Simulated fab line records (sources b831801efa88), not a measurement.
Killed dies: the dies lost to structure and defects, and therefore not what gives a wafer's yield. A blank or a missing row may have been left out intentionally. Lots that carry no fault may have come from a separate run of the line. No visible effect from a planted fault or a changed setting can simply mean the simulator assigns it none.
fab line records | flow sky130
record lots=6 | wafers=18 | lastDay=48
route steps=708 shown POLY_GATE@222 PAD_OPEN@708
lots untouched by any fault: they come from a run of this same line in which no faults occurred
startH: the number of hours between the record's first day and the start of the first shown wafer of the lot | waitH: time in hours since the lot's previous step | " same as the row above | L1.1+2: several wafers, shown together as one row | - value missing, or start not given | * or withheld: withheld | < > ~ a bound
route shown NAME@n: names a module that has steps shown in the file, with the first one's number in the route | usual: mean/standard deviation taken from wafers without a fault | same: alike in all rows | chamber/n: place in a boat | sites: the reading at each site | _std_site: how widely they spread, as a standard deviation | _edge_site: outer sites' mean less inner sites' | radiusMm: how far each site lies from the wafer's centre | mask NAME#n: copy n | behind: the most recent tool/chamber to have shaped the wafer | hold: reason for holding the lot/hours on hold/outcome of the hold | device: transistor that didn't switch, given as n, p or np | end of line: tests run on the same wafers once the route is complete | a step given without rows: its recipe and nothing more | killed: count of dies lost to structure and defects at first sort (not the wafer's yield) | map: per-die view of a wafer (x killed, . not killed, _ where there is no die)
set.NAME: the setting that was run; set.NAME@STEP: the one run at that earlier step | model.NAME: the simulator's own value behind a step, which no gauge read
lots at selected steps of the route; one table per step, one row per wafer
services: a tool's chamber out of use, with start hour (startH, from the record's first day; less than 0 if before it), hours out, and reason
## steps
# step SKY_POLY_GATE_COAT_08
# recipe resist=KrF-thick | spinRpm=3000 | resistThkNm=450
# step SKY_POLY_GATE_SOFTBAKE_09
# recipe tempC=100 | timeS=90 | resist=KrF-thick
# step SKY_POLY_GATE_EXPOSE_10
# recipe maskId=P1M | na=0.68 | sourceShape=conventional | sigmaOuter=0.6 | targetCdNm=150 | doseMj=28
# step SKY_POLY_GATE_PEB_11
# recipe pebTempC=withheld | pebTimeS=withheld | resist=KrF-thick
# step SKY_POLY_GATE_DEVELOP_12
# recipe developTimeS=60 | resist=KrF-thick | devTempC=21
# step SKY_POLY_GATE_CD_MEAS_13
# recipe targetCdNm=150
# usual cdNm=150.8/1.5
lot.wafer | tool     | chamber | startH | waitH | cdNm
L194.1    | cdSem-01 | -       | 368.39 | -     | 152.8
L194.3    | "        | -       | "      | "     | 152.1
L194.5    | "        | -       | "      | "     | 153.2
L197.2    | cdSem-02 | -       | 417.63 | -     | 149.7
L197.3    | "        | -       | "      | "     | 151.1
L197.5    | "        | -       | "      | "     | 150.5
L199.2    | cdSem-01 | -       | 426.87 | -     | 152.4
L199.4    | "        | -       | "      | "     | 151.1
L199.6    | "        | -       | "      | "     | 151.9
L200.1    | cdSem-02 | -       | 431.54 | -     | 152.1
L200.3    | "        | -       | "      | "     | 151.2
L200.4    | "        | -       | "      | "     | 150.5
L205.3    | cdSem-01 | -       | 475.09 | -     | 150.6
L205.5    | "        | -       | "      | "     | 149.3
L205.6    | "        | -       | "      | "     | 149.7
L208.1    | cdSem-02 | -       | 501.25 | -     | 152.1
L208.4    | "        | -       | "      | "     | 152.0
L208.5    | "        | -       | "      | "     | 151.7
# step SKY_POLY_GATE_OVL_MEAS_14
# usual POLY_GATE_OVL=4/4.7
lot.wafer | tool       | chamber | startH | waitH | POLY_GATE_OVL[nm]
L194.1    | overlay-01 | -       | 368.51 | 0.1   | 0
L194.3    | "          | -       | "      | "     | 1
L194.5    | "          | -       | "      | "     | 5
L197.2    | overlay-02 | -       | 417.74 | 0.1   | -4
L197.3    | "          | -       | "      | "     | 2
L197.5    | "          | -       | "      | "     | -3
L199.2    | overlay-02 | -       | 426.97 | 0.1   | -1
L199.4    | "          | -       | "      | "     | 6
L199.6    | "          | -       | "      | "     | 0
L200.1    | overlay-01 | -       | 431.66 | 0.1   | 13
L200.3    | "          | -       | "      | "     | 5
L200.4    | "          | -       | "      | "     | 5
L205.3    | overlay-01 | -       | 475.18 | 0.1   | 9
L205.5    | "          | -       | "      | "     | 3
L205.6    | "          | -       | "      | "     | 3
L208.1    | overlay-02 | -       | 501.37 | 0.1   | 6
L208.4    | "          | -       | "      | "     | 2
L208.5    | "          | -       | "      | "     | 8
# step SKY_POLY_GATE_ETCH_15
# recipe chemistry=N2/H2 | target=BARC | ionEnergyEv=200 | sourceW=500 | biasW=100 | pressureMtorr=30 | n2FlowSccm=100 | h2FlowSccm=200 | stopOn=SiO2 | timeS=118.5 | targetDepthA=1100
# usual drypumpMotorCurrentA=5.7/0.45 | oesProductAu=0.716/0.0046 | rfFwdPowerW=497.6/1.4 | throttleValvePct=13.213/0.01
lot.wafer | tool       | chamber | startH | waitH | drypumpMotorCurrentA | oesProductAu | rfFwdPowerW | rfHoursCounterH | throttleValvePct
L194.1    | rieDiel-02 | 2       | 368.55 | 0.0   | 6.6                  | 0.711        | 497.0       | 3               | 13.202
L194.3    | "          | 1       | "      | "     | 5.6                  | 0.721        | 498.1       | 5               | 13.213
L194.5    | "          | 2       | "      | "     | 6.5                  | 0.718        | 497.5       | -               | 13.206
L197.2    | rieDiel-01 | 0       | 417.77 | 0.0   | 5.3                  | 0.713        | 498.2       | 5               | 13.224
L197.3    | "          | 1       | "      | "     | 5.5                  | 0.708        | 500.7       | 6               | 13.218
L197.5    | "          | 2       | "      | "     | 5.6                  | 0.721        | 497.1       | -               | 13.214
L199.2    | rieDiel-01 | 1       | 427.00 | 0.0   | 5.5                  | 0.724        | 498.2       | 6               | 13.207
L199.4    | "          | 3       | "      | "     | 5.5                  | 0.710        | 500.2       | 9               | 13.202
L199.6    | "          | 3       | "      | "     | 5.5                  | 0.708        | 500.4       | -               | 13.221
L200.1    | rieDiel-01 | 1       | 431.70 | 0.0   | 5.5                  | 0.724        | 497.2       | 6               | 13.233
L200.3    | "          | 0       | "      | "     | 5.3                  | 0.714        | 496.7       | 5               | 13.201
L200.4    | "          | 3       | "      | "     | 5.5                  | 0.720        | 495.3       | 9               | 13.218
L205.3    | rieDiel-01 | 0       | 475.20 | 0.0   | 5.3                  | 0.721        | 498.2       | 6               | 13.224
L205.5    | "          | 1       | "      | "     | 5.5                  | 0.719        | 496.7       | -               | 13.220
L205.6    | "          | 2       | "      | "     | 5.6                  | 0.711        | 498.2       | -               | 13.201
L208.1    | rieDiel-02 | 0       | 501.40 | 0.0   | 5.5                  | 0.709        | 497.1       | 15              | 13.211
L208.4    | "          | 3       | "      | "     | 5.6                  | 0.713        | 496.4       | 14              | 13.223
L208.5    | "          | 3       | "      | "     | 5.6                  | 0.713        | 497.6       | -               | 13.185
# step SKY_POLY_GATE_ETCH_16
# recipe stopOn=poly-Si | chemistry=CH3F/O2 | target=Si3N4 | sourceW=400 | biasW=80 | pressureMtorr=25 | ch3fFlowSccm=40 | O2_flow_sccm=30 | timeS=147.5 | targetDepthA=750
# usual drypumpMotorCurrentA=5.7/0.45 | oesProductAu=0.640/0.0048 | rfFwdPowerW=398.3/1.1 | throttleValvePct=10.535/0.01
lot.wafer | tool       | chamber | startH | waitH | drypumpMotorCurrentA | oesProductAu | rfFwdPowerW | rfHoursCounterH | throttleValvePct
L194.1    | rieDiel-02 | 2       | 368.63 | 0.0   | 6.5                  | 0.639        | 396.0       | 3               | 10.517
L194.3    | "          | 1       | "      | "     | 5.5                  | 0.640        | 397.5       | 5               | 10.535
L194.5    | "          | 2       | "      | "     | 6.5                  | 0.641        | 397.9       | -               | 10.564
L197.2    | rieDiel-01 | 0       | 417.85 | 0.0   | 5.3                  | 0.648        | 398.0       | 5               | 10.526
L197.3    | "          | 1       | "      | "     | 5.5                  | 0.649        | 398.0       | 6               | 10.516
L197.5    | "          | 2       | "      | "     | 5.6                  | 0.642        | 397.2       | -               | 10.538
L199.2    | rieDiel-01 | 1       | 427.09 | 0.0   | 5.5                  | 0.642        | 399.4       | 6               | 10.547
L199.4    | "          | 3       | "      | "     | 5.5                  | 0.634        | 398.6       | 9               | 10.548
L199.6    | "          | 3       | "      | "     | 5.5                  | 0.631        | 399.7       | -               | 10.536
L200.1    | rieDiel-01 | 1       | 431.78 | 0.0   | 5.5                  | 0.635        | 398.6       | 7               | 10.523
L200.3    | "          | 0       | "      | "     | 5.3                  | 0.631        | 398.6       | 5               | 10.529
L200.4    | "          | 3       | "      | "     | 5.5                  | 0.641        | 397.7       | 9               | 10.516
L205.3    | rieDiel-01 | 0       | 475.29 | 0.0   | 5.3                  | 0.644        | 398.4       | 6               | 10.543
L205.5    | "          | 1       | "      | "     | 5.5                  | 0.643        | 398.9       | -               | 10.524
L205.6    | "          | 2       | "      | "     | 5.5                  | 0.640        | 397.7       | -               | 10.525
L208.1    | rieDiel-02 | 0       | 501.49 | 0.0   | 5.5                  | 0.634        | 397.5       | 15              | 10.544
L208.4    | "          | 3       | "      | "     | 5.6                  | 0.643        | 399.6       | 14              | 10.525
L208.5    | "          | 3       | "      | "     | 5.5                  | 0.651        | 399.0       | -               | 10.540
# step SKY_POLY_GATE_ETCH_17
# recipe targetDepthNm=180 | stopOn=SiO2 | overEtchFrac=0.56667 | chemistry=HBr/Cl2 | target=poly-Si | icpW=400 | biasW=100 | pressureMtorr=10 | HBr_flow_sccm=150 | Cl2_flow_sccm=50 | timeS=70.5
# usual drypumpMotorCurrentA=5.6/0.55 | oesProductAu=0.987/0.0073 | rfFwdPowerW=396.7/1.5 | throttleValvePct=33.685/0.0092
lot.wafer | tool     | chamber | startH | waitH | drypumpMotorCurrentA | oesProductAu | rfFwdPowerW | rfHoursCounterH | throttleValvePct
L194.1    | rieSi-01 | 1       | 368.73 | 0.0   | 5.4                  | 0.987        | 396.7       | 5               | 33.688
L194.3    | "        | 2       | "      | "     | 5.9                  | 0.984        | 396.2       | 0               | 33.670
L194.5    | "        | 1       | "      | "     | 5.4                  | 0.992        | 395.9       | -               | 33.682
L197.2    | rieSi-01 | 0       | 417.95 | 0.0   | 5.6                  | 0.989        | 395.8       | 2               | 33.686
L197.3    | "        | 3       | "      | "     | 4.9                  | 0.985        | 395.4       | 35              | 33.687
L197.5    | "        | 1       | "      | "     | 5.4                  | 1.004        | 396.8       | -               | 33.687
L199.2    | rieSi-01 | 3       | 427.19 | 0.0   | 4.9                  | 0.975        | 397.8       | 35              | 33.694
L199.4    | "        | 0       | "      | "     | 5.6                  | 0.990        | 396.8       | 2               | 33.697
L199.6    | "        | 2       | "      | "     | 6.0                  | 0.987        | 396.8       | -               | 33.682
L200.1    | rieSi-01 | 2       | 431.88 | 0.0   | 5.9                  | 0.976        | 395.2       | 1               | 33.682
L200.3    | "        | 1       | "      | "     | 5.4                  | 0.989        | 397.0       | 6               | 33.672
L200.4    | "        | 0       | "      | "     | 5.6                  | 0.993        | 397.8       | 2               | 33.690
L205.3    | rieSi-01 | 1       | 475.38 | 0.0   | 5.4                  | 0.993        | 397.0       | 6               | 33.681
L205.5    | "        | 1       | "      | "     | 5.4                  | 0.990        | 395.4       | -               | 33.685
L205.6    | "        | 2       | "      | "     | 6.0                  | 0.982        | 397.6       | -               | 33.704
L208.1    | rieSi-02 | 1       | 501.58 | 0.0   | 6.3                  | 0.997        | 397.9       | 2               | 33.700
L208.4    | "        | 2       | "      | "     | 4.9                  | 0.996        | 393.4       | 1               | 33.693
L208.5    | "        | 1       | "      | "     | 6.3                  | 0.997        | 399.0       | -               | 33.700
# step SKY_POLY_GATE_STRIP_18
# recipe chemistry=O2/N2 | powerW=1400 | pressureMtorr=1500 | platenTempC=withheld | o2FlowSccm=3000 | n2FlowSccm=300 | overashFraction=0.5
# usual drypumpMotorCurrentA=5.6/0.46 | oesProductAu=0.361/0.0049 | stripTimeToEndpointS=3.18/0.037
lot.wafer | tool           | chamber | startH | waitH | drypumpMotorCurrentA | oesProductAu | rfHoursCounterH | stripTimeToEndpointS
L194.1    | plasmaAsher-01 | 1       | 368.78 | 0.0   | 5.0                  | 0.360        | 57              | 3.18
L194.3    | "              | 1       | "      | "     | 5.0                  | 0.363        | -               | 3.16
L194.5    | "              | 0       | "      | "     | 5.7                  | 0.355        | -               | 3.20
L197.2    | plasmaAsher-01 | 1       | 418.01 | 0.0   | 5.0                  | 0.358        | 63              | 3.14
L197.3    | "              | 0       | "      | "     | 5.7                  | 0.364        | -               | 3.18
L197.5    | "              | 1       | "      | "     | 5.0                  | 0.360        | -               | 3.09
L199.2    | plasmaAsher-01 | 0       | 427.24 | 0.0   | 5.7                  | 0.372        | 64              | 3.23
L199.4    | "              | 1       | "      | "     | 5.0                  | 0.365        | -               | 3.19
L199.6    | "              | 0       | "      | "     | 5.6                  | 0.359        | -               | 3.25
L200.1    | plasmaAsher-01 | 0       | 431.93 | 0.0   | 5.7                  | 0.359        | 65              | 3.20
L200.3    | "              | 0       | "      | "     | 5.7                  | 0.357        | -               | 3.14
L200.4    | "              | 1       | "      | "     | 5.0                  | 0.359        | -               | 3.19
L205.3    | plasmaAsher-02 | 1       | 475.47 | 0.1   | 6.0                  | 0.364        | -               | 3.16
L205.5    | "              | 0       | "      | "     | 6.4                  | 0.365        | -               | 3.21
L205.6    | "              | 1       | "      | "     | 6.0                  | 0.360        | -               | 3.21
L208.1    | plasmaAsher-03 | 1       | 501.64 | 0.0   | 5.4                  | 0.364        | 78              | 3.14
L208.4    | "              | 1       | "      | "     | 5.4                  | 0.365        | -               | 3.20
L208.5    | "              | 1       | "      | "     | 5.4                  | 0.359        | -               | 3.19
# step SKY_POLY_GATE_CLEAN_19
# recipe chemistry=SC1/SC2 | mix=1:4:20 | tempC=70 | timeS=150 | dry=n2Spin
# step SKY_POLY_GATE_OXIDATION_20
# recipe tempC=850 | ambient=O2 | stabiliseS=600 | purgeS=300 | targetThkA=40 | oxTimeS=899
# usual oxTempCMax=853.9/1 | spikeTcCentreC=852.1/1.3 | zonePowerUpperPct=14.70/0.15
lot.wafer | tool       | chamber | startH | waitH | oxTempCMax | spikeTcCentreC | zonePowerUpperPct
L194.1    | furnace-02 | 0       | 369.47 | 0.5   | 854.1      | 852.5          | 14.69
L194.3    | "          | 0       | "      | "     | 853.2      | 853.0          | 14.74
L194.5    | "          | 0       | "      | "     | 854.4      | 853.4          | 14.91
L197.2    | furnace-01 | 0       | 420.56 | 2.4   | 854.7      | 852.2          | 14.81
L197.3    | "          | 0       | "      | "     | 855.0      | 851.5          | 14.73
L197.5    | "          | 0       | "      | "     | 854.1      | 850.9          | 14.71
L199.2    | furnace-02 | 0       | 428.30 | 0.9   | 853.1      | 853.4          | 14.50
L199.4    | "          | 0       | "      | "     | 852.8      | 851.7          | 14.58
L199.6    | "          | 0       | "      | "     | 854.2      | 853.1          | 14.95
L200.1    | furnace-01 | 0       | 433.16 | 1.1   | 855.2      | 850.1          | 14.43
L200.3    | "          | 0       | "      | "     | 855.2      | 850.0          | 14.88
L200.4    | "          | 0       | "      | "     | 854.0      | 852.8          | 14.79
L205.3    | furnace-01 | 0       | 476.86 | 1.3   | 854.2      | 850.4          | 14.70
L205.5    | "          | 0       | "      | "     | 855.1      | 850.4          | 14.56
L205.6    | "          | 0       | "      | "     | 854.3      | 849.3          | 14.65
L205.3    | furnace-01 | 0       | 478.28 | 0.2   | 855.3      | 849.9          | 14.58
L205.5    | "          | 0       | "      | "     | 853.2      | 851.2          | 14.40
L205.6    | "          | 0       | "      | "     | 855.5      | 850.6          | 14.66
L208.1    | furnace-02 | 0       | 501.79 | 0.0   | 852.8      | 853.3          | 14.88
L208.4    | "          | 0       | "      | "     | 852.3      | 853.5          | 14.91
L208.5    | "          | 0       | "      | "     | 853.0      | 852.9          | 14.79
L208.1    | furnace-01 | 0       | 504.10 | 1.1   | 855.2      | 851.7          | 14.53
L208.4    | "          | 0       | "      | "     | 855.0      | 851.7          | 14.62
L208.5    | "          | 0       | "      | "     | 855.2      | 850.0          | 14.48
# step SKY_POLY_GATE_THK_MEAS_21
# recipe reads=SiO2_of_POLY_GATE_OXIDATION_20
# usual POLY_GATE_OXIDATION_THK=3.99/0.078
lot.wafer | tool         | chamber | startH | waitH | POLY_GATE_OXIDATION_THK[nm]
L194.1    | filmMetro-01 | -       | 370.72 | 0.0   | 3.94
L194.3    | "            | -       | "      | "     | 4.09
L194.5    | "            | -       | "      | "     | 4.05
L197.2    | filmMetro-02 | -       | 421.82 | 0.0   | 3.98
L197.3    | "            | -       | "      | "     | 3.98
L197.5    | "            | -       | "      | "     | 3.90
L199.2    | filmMetro-04 | -       | 429.56 | 0.0   | 4.03
L199.4    | "            | -       | "      | "     | 4.10
L199.6    | "            | -       | "      | "     | 4.08
L200.1    | filmMetro-02 | -       | 434.41 | 0.0   | 4.06
L200.3    | "            | -       | "      | "     | 4.05
L200.4    | "            | -       | "      | "     | 4.01
L205.3    | filmMetro-01 | -       | 479.55 | 0.0   | 6.51
L205.5    | "            | -       | "      | "     | 6.53
L205.6    | "            | -       | "      | "     | 6.48
L208.1    | filmMetro-04 | -       | 505.46 | 0.1   | 6.52
L208.4    | "            | -       | "      | "     | 6.54
L208.5    | "            | -       | "      | "     | 6.33
# step SKY_POLY_GATE_CD_MEAS_22
# usual cdNm=150.8/2.7
lot.wafer | tool     | chamber | startH | waitH | cdNm
L194.1    | cdSem-02 | -       | 370.78 | 0.1   | 154.8
L194.3    | "        | -       | "      | "     | 153.5
L194.5    | "        | -       | "      | "     | 156.5
L197.2    | cdSem-01 | -       | 421.90 | 0.1   | 146.0
L197.3    | "        | -       | "      | "     | 153.8
L197.5    | "        | -       | "      | "     | 147.9
L199.2    | cdSem-02 | -       | 429.63 | 0.1   | 154.9
L199.4    | "        | -       | "      | "     | 150.1
L199.6    | "        | -       | "      | "     | 151.3
L200.1    | cdSem-02 | -       | 434.47 | 0.1   | 156.5
L200.3    | "        | -       | "      | "     | 150.7
L200.4    | "        | -       | "      | "     | 153.5
L205.3    | cdSem-01 | -       | 479.67 | 0.1   | 146.6
L205.5    | "        | -       | "      | "     | 151.9
L205.6    | "        | -       | "      | "     | 147.4
L208.1    | cdSem-02 | -       | 505.52 | 0.1   | 151.7
L208.4    | "        | -       | "      | "     | 152.4
L208.5    | "        | -       | "      | "     | 150.6
# step SKY_PAD_OPEN_PROBE_99
# usual killed_at_M0_to_M3=44/6.9 | killed_at_M4_up=3.0/1.5 | killedAtContacts=24/5.2 | killedAtFrontEnd=15/4.1 | killedAtOther=0.4/0.62 | killedDies=87/9.6 | killedOpen=47/7 | killedShort=40/6.2
# same grossDies=492 | killedAtBackSide=0
lot.wafer | tool      | chamber | startH  | waitH | killed_at_M0_to_M3 | killed_at_M4_up | killedAtContacts | killedAtFrontEnd | killedAtOther | killedDies | killedOpen | killedShort | model.etest.tipSonos.rsOhmSq | model.etest.tipP.rsOhmSq | model.etest.pfet_01v8.rOnOhmUm | model.etest.resPdiff.lineOhmUm | model.etest.tipN.rsOhmSq | model.etest.nfet_01v8.rOnOhmUm | model.etest.resNdiff.lineOhmUm | model.etest.sonosUncharged.rOnOhmUm
L194.1    | prober-02 | -       | 1069.62 | 0.1   | 56                 | 3               | 26               | 21               | 1             | 107        | 57         | 49          | 2626                         | 6717                     | 2857                           | 1365                           | 447.8                    | 849.9                          | 763.8                          | 828
L194.3    | prober-02 | -       | 1069.72 | 0.2   | 50                 | 1               | 19               | 14               | 1             | 85         | 51         | 33          | 2595                         | 6760                     | 2842                           | 1355                           | 450                      | 829.8                          | 749.8                          | 811.7
L194.5    | prober-02 | -       | 1069.82 | 0.2   | 47                 | 4               | 21               | 25               | 0             | 97         | 50         | 45          | 2613                         | 6749                     | 2909                           | 1384                           | 450.2                    | 863.2                          | 762.8                          | 817.3
L197.2    | prober-01 | -       | 1103.62 | 0.1   | 45                 | 4               | 24               | 11               | 1             | 85         | 36         | 49          | 2667                         | 6873                     | 2848                           | 1374                           | 446.3                    | 819.5                          | 752.3                          | 797.6
L197.3    | prober-01 | -       | 1103.67 | 0.2   | 40                 | 4               | 17               | 10               | 0             | 71         | 37         | 33          | 2725                         | 6924                     | 2956                           | 1367                           | 448.8                    | 831                            | 760                            | 818.5
L197.5    | prober-01 | -       | 1103.77 | 0.2   | 39                 | 2               | 19               | 14               | 1             | 75         | 46         | 27          | 2686                         | 6916                     | 2884                           | 1380                           | 445.9                    | 806.1                          | 761.6                          | 802.1
L199.2    | prober-01 | -       | 1114.51 | 0.1   | 40                 | 6               | 24               | 10               | 0             | 80         | 43         | 37          | 2729                         | 6742                     | 2956                           | 1394                           | 437.3                    | 835.7                          | 790.9                          | 822.7
L199.4    | prober-01 | -       | 1114.61 | 0.2   | 44                 | 4               | 23               | 19               | 1             | 91         | 51         | 40          | 2732                         | 6778                     | 2899                           | 1373                           | 440.5                    | 833.3                          | 761.8                          | 821
L199.6    | prober-01 | -       | 1114.71 | 0.2   | 50                 | 5               | 17               | 14               | 1             | 87         | 53         | 34          | 2770                         | 6746                     | 2865                           | 1402                           | 443.1                    | 838.7                          | 758.4                          | 827.1
L200.1    | prober-02 | -       | 1115.96 | 0.1   | 39                 | 3               | 21               | 13               | 0             | 76         | 35         | 41          | 2698                         | 6931                     | 3034                           | 1371                           | 437.5                    | 882.4                          | 782.7                          | 836.2
L200.3    | prober-02 | -       | 1116.06 | 0.2   | 53                 | 2               | 19               | 11               | 0             | 85         | 51         | 34          | 2618                         | 6923                     | 2932                           | 1338                           | 434.9                    | 850.3                          | 761.1                          | 819.3
L200.4    | prober-02 | -       | 1116.11 | 0.2   | 36                 | 1               | 24               | 11               | 0             | 72         | 29         | 43          | 2739                         | 6908                     | 2993                           | 1349                           | 434.8                    | 869.3                          | 772.4                          | 836.3
L205.3    | prober-01 | -       | 1143.80 | 0.2   | 50                 | 2               | 24               | 20               | 0             | 96         | 51         | 45          | 3182                         | 7271                     | 3003                           | 1437                           | 487.4                    | 885.6                          | 791                            | 816.9
L205.5    | prober-01 | -       | 1143.90 | 0.2   | 33                 | 0               | 20               | 9                | 1             | 63         | 32         | 31          | 3180                         | 7257                     | 3050                           | 1435                           | 486.3                    | 883                            | 809.9                          | 831.4
L205.6    | prober-01 | -       | 1143.95 | 0.2   | 40                 | 3               | 25               | 12               | 0             | 80         | 45         | 35          | 3195                         | 7267                     | 2989                           | 1423                           | 487.4                    | 884.3                          | 792.6                          | 829
L208.1    | prober-02 | -       | 1155.47 | 0.1   | 41                 | 7               | 26               | 19               | 1             | 94         | 42         | 52          | 2974                         | 7360                     | 3129                           | 1488                           | 483.4                    | 872.6                          | 796.8                          | 828
L208.4    | prober-02 | -       | 1155.62 | 0.2   | 57                 | 3               | 25               | 18               | 1             | 104        | 51         | 53          | 3001                         | 7409                     | 3140                           | 1448                           | 486.1                    | 884.5                          | 801.3                          | 827.2
L208.5    | prober-02 | -       | 1155.67 | 0.2   | 44                 | 4               | 25               | 11               | 0             | 84         | 38         | 46          | 3061                         | 7431                     | 3192                           | 1464                           | 480.7                    | 877.5                          | 793.1                          | 836.5
# killed by level:class
L194.1 VIA1:geometricParticle:open=13 VIA2:geometricParticle:open=11 LOCAL_INTERCONNECT:geometricParticle:short=9 CONTACT:geometricParticle:open=9 METAL2:geometricParticle:short=8 METAL3:geometricParticle:short=5 FIELD_ISO:geometricParticle:open=4 POLY_GATE:geometricParticle:short=4
L194.3 VIA1:geometricParticle:open=11 VIA2:geometricParticle:open=11 METAL1:geometricParticle:short=7 CONTACT:geometricParticle:open=6 VIA3:geometricParticle:open=6 LI_CONTACT:geometricParticle:open=5 LOCAL_INTERCONNECT:geometricParticle:short=5 VIA3:geometricParticle:short=5
L194.5 VIA1:geometricParticle:open=11 VIA3:geometricParticle:open=7 FIELD_ISO:geometricParticle:short=6 LI_CONTACT:geometricParticle:open=6 CONTACT:geometricParticle:short=6 METAL1:geometricParticle:short=6 VIA2:geometricParticle:open=6 CONTACT:geometricParticle:open=5
L197.2 VIA1:geometricParticle:open=9 CONTACT:geometricParticle:open=8 METAL1:geometricParticle:short=8 CONTACT:geometricParticle:short=7 VIA1:geometricParticle:short=7 VIA2:geometricParticle:open=5 METAL2:geometricParticle:short=4 LOCAL_INTERCONNECT:geometricParticle:short=4
L197.3 VIA1:geometricParticle:open=13 LI_CONTACT:geometricParticle:open=6 CONTACT:geometricParticle:open=6 VIA1:geometricParticle:short=6 METAL2:geometricParticle:short=6 METAL1:geometricParticle:short=5 VIA3:geometricParticle:open=5 FIELD_ISO:geometricParticle:open=3
L197.5 VIA1:geometricParticle:open=10 LI_CONTACT:geometricParticle:open=8 VIA2:geometricParticle:open=5 VIA3:geometricParticle:open=5 VIA1:geometricParticle:short=4 CONTACT:geometricParticle:short=4 CONTACT:geometricParticle:open=4 VIA2:geometricParticle:short=4
L199.2 CONTACT:geometricParticle:open=12 METAL2:geometricParticle:short=8 CONTACT:geometricParticle:short=6 VIA1:geometricParticle:open=6 METAL4:geometricParticle:short=6 LI_CONTACT:geometricParticle:open=5 VIA2:geometricParticle:short=5 VIA2:geometricParticle:open=5
L199.4 VIA1:geometricParticle:open=10 FIELD_ISO:geometricParticle:open=8 LI_CONTACT:geometricParticle:open=8 CONTACT:geometricParticle:open=7 FIELD_ISO:geometricParticle:short=6 METAL1:geometricParticle:short=6 METAL2:geometricParticle:short=6 CONTACT:geometricParticle:short=4
L199.6 VIA1:geometricParticle:open=14 CONTACT:geometricParticle:open=9 METAL2:geometricParticle:short=7 POLY_GATE:geometricParticle:open=6 VIA2:geometricParticle:open=6 VIA3:geometricParticle:open=5 LOCAL_INTERCONNECT:geometricParticle:short=4 VIA1:geometricParticle:short=4
L200.1 METAL1:geometricParticle:short=7 METAL2:geometricParticle:short=6 CONTACT:geometricParticle:open=5 CONTACT:geometricParticle:short=5 VIA3:geometricParticle:open=5 LI_CONTACT:geometricParticle:short=4 VIA2:geometricParticle:short=4 VIA1:geometricParticle:open=4
L200.3 VIA1:geometricParticle:open=10 CONTACT:geometricParticle:open=8 VIA3:geometricParticle:open=8 VIA2:geometricParticle:open=7 POLY_GATE:geometricParticle:open=5 METAL1:geometricParticle:short=5 VIA1:geometricParticle:short=5 METAL3:geometricParticle:short=4
L200.4 METAL1:geometricParticle:short=7 VIA1:geometricParticle:open=7 LI_CONTACT:geometricParticle:open=6 LI_CONTACT:geometricParticle:short=6 VIA2:geometricParticle:short=6 VIA1:geometricParticle:short=5 CONTACT:geometricParticle:open=5 CONTACT:geometricParticle:short=4
L205.3 VIA3:geometricParticle:open=12 CONTACT:geometricParticle:open=10 METAL1:geometricParticle:short=8 VIA1:geometricParticle:open=7 LI_CONTACT:geometricParticle:open=6 FIELD_ISO:geometricParticle:short=5 POLY_GATE:geometricParticle:short=5 VIA2:geometricParticle:open=5
L205.5 CONTACT:geometricParticle:open=8 VIA1:geometricParticle:open=7 METAL2:geometricParticle:short=6 VIA2:geometricParticle:open=6 LI_CONTACT:geometricParticle:open=4 CONTACT:geometricParticle:short=4 METAL1:geometricParticle:short=4 FIELD_ISO:geometricParticle:open=3
L205.6 LI_CONTACT:geometricParticle:open=12 VIA1:geometricParticle:open=12 CONTACT:geometricParticle:short=6 VIA1:geometricParticle:short=6 VIA2:geometricParticle:open=6 METAL2:geometricParticle:short=5 VIA3:geometricParticle:open=5 FIELD_ISO:geometricParticle:short=3
L208.1 CONTACT:geometricParticle:open=10 CONTACT:geometricParticle:short=9 VIA2:geometricParticle:short=7 METAL4:geometricParticle:short=7 METAL2:geometricParticle:short=6 VIA2:geometricParticle:open=6 LI_CONTACT:geometricParticle:open=5 VIA3:geometricParticle:short=5
L208.4 CONTACT:geometricParticle:open=8 VIA2:geometricParticle:open=8 VIA2:geometricParticle:short=8 LI_CONTACT:geometricParticle:open=7 VIA1:geometricParticle:open=7 FIELD_ISO:geometricParticle:short=6 METAL1:geometricParticle:short=6 CONTACT:geometricParticle:short=5
L208.5 METAL1:geometricParticle:short=12 CONTACT:geometricParticle:open=11 METAL2:geometricParticle:short=6 VIA2:geometricParticle:open=5 LI_CONTACT:geometricParticle:open=4 CONTACT:geometricParticle:short=4 VIA1:geometricParticle:short=4 VIA1:geometricParticle:open=4
## services
tool           | chamber | startH | hours | kind
rieDiel-01     | 2       | 345.39 | -     | clean
rieDiel-01     | 2       | 345.39 | 29.7  | scheduledDown
rieDiel-01     | 2       | 345.39 | 29.7  | ventCycle
rieDiel-01     | -       | 356.35 | 14.6  | pm
rieSi-02       | 3       | 367.06 | 5.2   | repair
rieSi-02       | 3       | 372.30 | -     | clean
rieSi-02       | 3       | 372.30 | 24.7  | scheduledDown
rieSi-02       | 3       | 372.30 | 24.7  | ventCycle
plasmaAsher-02 | -       | 374.67 | 12.3  | repair
rieDiel-02     | 1       | 375.63 | 14.3  | repair
rieSi-02       | 1       | 385.44 | 5.9   | repair
plasmaAsher-02 | -       | 402.15 | 52.0  | repair
furnace-02     | -       | 403.27 | 1.9   | repair
furnace-01     | -       | 411.63 | 3.2   | pm
furnace-02     | -       | 415.08 | 2.8   | pm
plasmaAsher-03 | -       | 422.87 | 0.7   | repair
plasmaAsher-01 | -       | 423.20 | 2.0   | repair
plasmaAsher-03 | -       | 437.36 | 2.3   | repair
rieDiel-01     | 2       | 440.83 | 19.7  | repair
furnace-02     | -       | 445.62 | 3.5   | pm
rieSi-01       | 2       | 446.25 | 10.9  | repair
rieDiel-01     | -       | 449.70 | 3.3   | repair
plasmaAsher-01 | -       | 454.53 | 1.9   | repair
plasmaAsher-03 | -       | 489.10 | 1.6   | repair
## key
firstSign step=SKY_POLY_GATE_OXIDATION_20 | reading=visit | direction=added
effect step=SKY_POLY_GATE_THK_MEAS_21 | reading=POLY_GATE_OXIDATION_THK | direction=up | sigmas=32 | usual=3.99 | struck=6.49
modelEffect step=SKY_PAD_OPEN_PROBE_99 | value=etest.tipSonos.rsOhmSq | without=2634 | struck=3099
metAt SKY_POLY_GATE_OXIDATION_20
struckWafers L205.3,L205.5,L205.6,L208.1,L208.4,L208.5
testerLeftOut L205,L208
fault kind=repeatedStepWhole | tool=furnace-01,furnace-02 | chamber=- | onsetH=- | steps=SKY_POLY_GATE_OXIDATION_20 | times=1 | scope=struckLotsOnly
# testerLeftOut: of these lots the tester's yield and bins aren't shown, on N5 and GAA mostly nor the transistor test; their killed dies are dies lost to structure and defects alone, not to doping, threshold or leakage, so they don't give the yield
